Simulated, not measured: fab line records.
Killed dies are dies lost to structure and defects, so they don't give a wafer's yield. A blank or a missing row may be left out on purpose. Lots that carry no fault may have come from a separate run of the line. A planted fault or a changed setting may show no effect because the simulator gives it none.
What tool caused it? + flow gf180mcu + 14 lots, 42 wafers sampled, at 5 steps of a route of 602

WHAT THE GAUGES SHOWED, per wafer
GF_CONTACT_RS_MEAS_25: measures by four-point-probe. Usual: CONTACT_W_RS typically reads 0.379 ohm/sq, with standard deviation 0.009.
| lot  | measured     | on            | CONTACT_W_RS (ohm/sq) | flag |
|------|--------------|---------------|-----------------------|------|
| L499 | day 16 10:11 | film metro-04 | 0.378 0.367 0.365     |      |
| L502 | day 17 15:17 | film metro-01 | 0.364 0.373 0.369     |      |
| L503 | day 18 00:44 | film metro-01 | 0.388 0.390 0.389     |      |
| L504 | day 18 03:03 | film metro-03 | 0.376 0.368 0.375     |      |
| L507 | day 19 11:44 | film metro-03 | 0.388 0.389 0.393     |      |
| L508 | day 19 20:54 | film metro-04 | 0.388 0.369 0.383     |      |
| L512 | day 21 05:04 | film metro-03 | 0.379 0.371 0.368     |      |
| L513 | day 21 15:35 | film metro-01 | 0.391 0.388 0.391     |      |
| L514 | day 21 23:23 | film metro-04 | 0.371 0.369 0.371     |      |
| L515 | day 22 08:23 | film metro-03 | 0.372 0.376 0.374     |      |
| L517 | day 22 21:46 | film metro-03 | 0.391 0.388 0.388     |      |
| L518 | day 23 14:44 | film metro-03 | 0.377 0.367 0.370     |      |
| L519 | day 23 22:05 | film metro-03 | 0.384 0.385 0.388     |      |
| L521 | day 24 07:53 | film metro-01 | 0.367 0.377 0.374     |      |

GF_M1_THK_MEAS_06: measures by xrf. Usual: M1_ALCU_THK typically reads 460 nm, with standard deviation 6.
| lot  | measured     | on            | M1_ALCU_THK (nm) | flag |
|------|--------------|---------------|------------------|------|
| L499 | day 16 11:01 | film metro-04 | 460 466 458      |      |
| L502 | day 17 16:07 | film metro-02 | 454 442 452      |      |
| L503 | day 18 01:32 | film metro-01 | 514 510 511      | OFF  |
| L504 | day 18 03:52 | film metro-04 | 513 508 514      | OFF  |
| L507 | day 19 12:32 | film metro-04 | 459 457 457      |      |
| L508 | day 19 21:43 | film metro-01 | 454 459 469      |      |
| L512 | day 21 06:07 | film metro-02 | 453 457 452      |      |
| L513 | day 21 16:25 | film metro-02 | 463 462 470      |      |
| L514 | day 22 00:12 | film metro-04 | 454 457 457      |      |
| L515 | day 22 09:13 | film metro-02 | 463 460 451      |      |
| L517 | day 22 22:35 | film metro-02 | 473 463 461      |      |
| L518 | day 23 15:34 | film metro-02 | 464 456 462      |      |
| L519 | day 23 22:54 | film metro-02 | 465 468 465      |      |
| L521 | day 24 08:43 | film metro-04 | 471 458 469      |      |

WHAT TOOL EACH LOT RAN ON (gives the tool, then ch and the chambers of the sampled wafers, and finally the start)
| lot  | GF_SALICIDE_RTA_08               | GF_CONTACT_CVD_02               | GF_M1_SPUTTER_04             |
|------|----------------------------------|---------------------------------|------------------------------|
| L499 | rtp anneal-02 ch 0, day 15 11:10 | pecvd-01 ch 0,1,2, day 15 11:28 | pvd sputter-01, day 16 10:51 |
| L502 | rtp anneal-01 ch 0, day 16 14:42 | pecvd-03 ch 0,1,2, day 16 14:56 | pvd sputter-01, day 17 15:58 |
| L503 | rtp anneal-01 ch 0, day 17 00:41 | pecvd-01 ch 1,2, day 17 00:52   | pvd sputter-04, day 18 01:22 |
| L504 | rtp anneal-01 ch 0, day 17 02:36 | pecvd-02 ch 0,1, day 17 02:48   | pvd sputter-03, day 18 03:43 |
| L507 | rtp anneal-01 ch 0, day 18 10:25 | pecvd-03 ch 0,1,2, day 18 10:37 | pvd sputter-04, day 19 12:22 |
| L508 | rtp anneal-02 ch 0, day 18 18:58 | pecvd-03 ch 0,1, day 18 19:10   | pvd sputter-03, day 19 21:32 |
| L512 | rtp anneal-01 ch 0, day 20 03:33 | pecvd-03 ch 1,2, day 20 03:45   | pvd sputter-04, day 21 05:58 |
| L513 | rtp anneal-02 ch 0, day 20 14:41 | pecvd-02 ch 0,1,2, day 20 14:54 | pvd sputter-03, day 21 16:15 |
| L514 | rtp anneal-02 ch 0, day 20 22:17 | pecvd-03 ch 0,1, day 20 22:28   | pvd sputter-01, day 22 00:02 |
| L515 | rtp anneal-02 ch 0, day 21 07:19 | pecvd-03 ch 0,2, day 21 07:31   | pvd sputter-03, day 22 09:03 |
| L517 | rtp anneal-02 ch 0, day 21 21:33 | pecvd-03 ch 0,1, day 21 21:51   | pvd sputter-01, day 22 22:26 |
| L518 | rtp anneal-01 ch 0, day 22 14:59 | pecvd-01 ch 0,2, day 22 15:11   | pvd sputter-03, day 23 15:24 |
| L519 | rtp anneal-01 ch 0, day 22 20:37 | pecvd-03 ch 1,2, day 22 20:49   | pvd sputter-03, day 23 22:44 |
| L521 | rtp anneal-01 ch 0, day 23 07:20 | pecvd-01 ch 1,2, day 23 07:38   | pvd sputter-04, day 24 08:33 |
- GF_SALICIDE_RTA_08: time 30 s.
- GF_CONTACT_CVD_02: deposits SiO2 from TEOS, target thk 860 nm, time 95.992 s.
- GF_M1_SPUTTER_04: material TiN, target thk 50 nm, time 41.7 s.

AS READ BY THE TOOLS THEMSELVES (means over the sampled wafers that have a number; for cases with no such wafer, the mark the record gives instead)
GF_SALICIDE_RTA_08. Usual: chamber o2 ppm 1.998, standard deviation 0.021; lamp power pct 15.5 %, standard deviation 2.2; wafer_temp_C_max 803.4, standard deviation 0.73.
| lot  | tool          | chamber o2 ppm | lamp power pct (%) | wafer_temp_C_max | flag |
|------|---------------|----------------|--------------------|------------------|------|
| L499 | rtp anneal-02 | 1.998          | 12.7               | 803.7            |      |
| L502 | rtp anneal-01 | 1.979          | 17.2               | 804.0            |      |
| L503 | rtp anneal-01 | 1.960          | 17.2               | 802.9            |      |
| L504 | rtp anneal-01 | 1.995          | 17.2               | 803.0            |      |
| L507 | rtp anneal-01 | 2.009          | 17.2               | 803.2            |      |
| L508 | rtp anneal-02 | 1.984          | 12.7               | 803.3            |      |
| L512 | rtp anneal-01 | 2.014          | 17.2               | 803.6            |      |
| L513 | rtp anneal-02 | 1.982          | 12.7               | 803.9            |      |
| L514 | rtp anneal-02 | 2.009          | 12.7               | 802.9            |      |
| L515 | rtp anneal-02 | 2.011          | 12.7               | 803.2            |      |
| L517 | rtp anneal-02 | 1.992          | 12.7               | 804.2            |      |
| L518 | rtp anneal-01 | 1.973          | 17.2               | 803.0            |      |
| L519 | rtp anneal-01 | 1.984          | 17.2               | 803.0            |      |
| L521 | rtp anneal-01 | 2.009          | 17.2               | 803.5            |      |

GF_CONTACT_CVD_02. Usual: heater power w 633 W, standard deviation 83; rf fwd power W 596.7 W, standard deviation 2.
| lot  | tool     | heater power w (W) | rf fwd power W (W) | flag |
|------|----------|--------------------|--------------------|------|
| L499 | pecvd-01 | 681                | 597.0              |      |
| L502 | pecvd-03 | 652                | 596.2              |      |
| L503 | pecvd-01 | 648                | 598.0              |      |
| L504 | pecvd-02 | 588                | 596.9              |      |
| L507 | pecvd-03 | 603                | 596.1              |      |
| L508 | pecvd-03 | 668                | 595.6              |      |
| L512 | pecvd-03 | 707                | 594.4              |      |
| L513 | pecvd-02 | 668                | 597.7              |      |
| L514 | pecvd-03 | 630                | 595.7              |      |
| L515 | pecvd-03 | 542                | 594.2              |      |
| L517 | pecvd-03 | 621                | 597.3              |      |
| L518 | pecvd-01 | 717                | 598.0              |      |
| L519 | pecvd-03 | 641                | 596.1              |      |
| L521 | pecvd-01 | 701                | 596.8              |      |

GF_M1_SPUTTER_04. Usual: cathode dc power W 6499.9 W, standard deviation 1.1; chamber pressure pa 0.3999 Pa, standard deviation 0.00082; throttle valve pct 30.0 %, standard deviation 0.81.
| lot  | tool           | cathode dc power W (W) | chamber pressure pa (Pa) | throttle valve pct (%) | flag |
|------|----------------|------------------------|--------------------------|------------------------|------|
| L499 | pvd sputter-01 | 6499.4                 | 0.4003                   | 29.3                   |      |
| L502 | pvd sputter-01 | 6499.7                 | 0.4003                   | 29.2                   |      |
| L503 | pvd sputter-04 | -                      | -                        | -                      | OFF  |
| L504 | pvd sputter-03 | -                      | -                        | -                      | OFF  |
| L507 | pvd sputter-04 | 6499.8                 | 0.4006                   | 30.7                   |      |
| L508 | pvd sputter-03 | 6499.2                 | 0.3998                   | 29.4                   |      |
| L512 | pvd sputter-04 | 6501.8                 | 0.3993                   | 30.1                   |      |
| L513 | pvd sputter-03 | 6499.6                 | 0.4007                   | 30.1                   |      |
| L514 | pvd sputter-01 | 6500.0                 | 0.4007                   | 29.1                   |      |
| L515 | pvd sputter-03 | 6499.8                 | 0.3994                   | 30.0                   |      |
| L517 | pvd sputter-01 | 6501.0                 | 0.4004                   | 29.7                   |      |
| L518 | pvd sputter-03 | 6498.7                 | 0.3997                   | 30.5                   |      |
| L519 | pvd sputter-03 | 6501.0                 | 0.4000                   | 30.3                   |      |
| L521 | pvd sputter-04 | 6500.2                 | 0.3997                   | 29.9                   |      |

THE ANSWER, worked out from the rows above alone
Rule: lot off if the mean of its wafers having a number is beyond 3 standard deviations from the usual mean. A lot without any number at a reading at which 4 lots or more have one is off too. The other lots that the step has rows for count as sound. The gauges are gone through in route order, then the tools' own readings, and for those a lot's mean is taken as printed above. At the first step where some lot is off, the reading lying furthest off is the one used; lots without a number count as furthest.
Off: L503, L504, at GF_M1_THK_MEAS_06 (M1_ALCU_THK).
If a tool, at a process step before that reading, ran all the lots that are off and no sound lot after the first of them, it fits. Not tried: the gauges at GF_M1_THK_MEAS_06; whatever is off there is also off at GF_M1_SPUTTER_04, on other tools, and gauge error can't account for it. Of those tried, none fits.

WHAT THE SIMULATOR PUT IN
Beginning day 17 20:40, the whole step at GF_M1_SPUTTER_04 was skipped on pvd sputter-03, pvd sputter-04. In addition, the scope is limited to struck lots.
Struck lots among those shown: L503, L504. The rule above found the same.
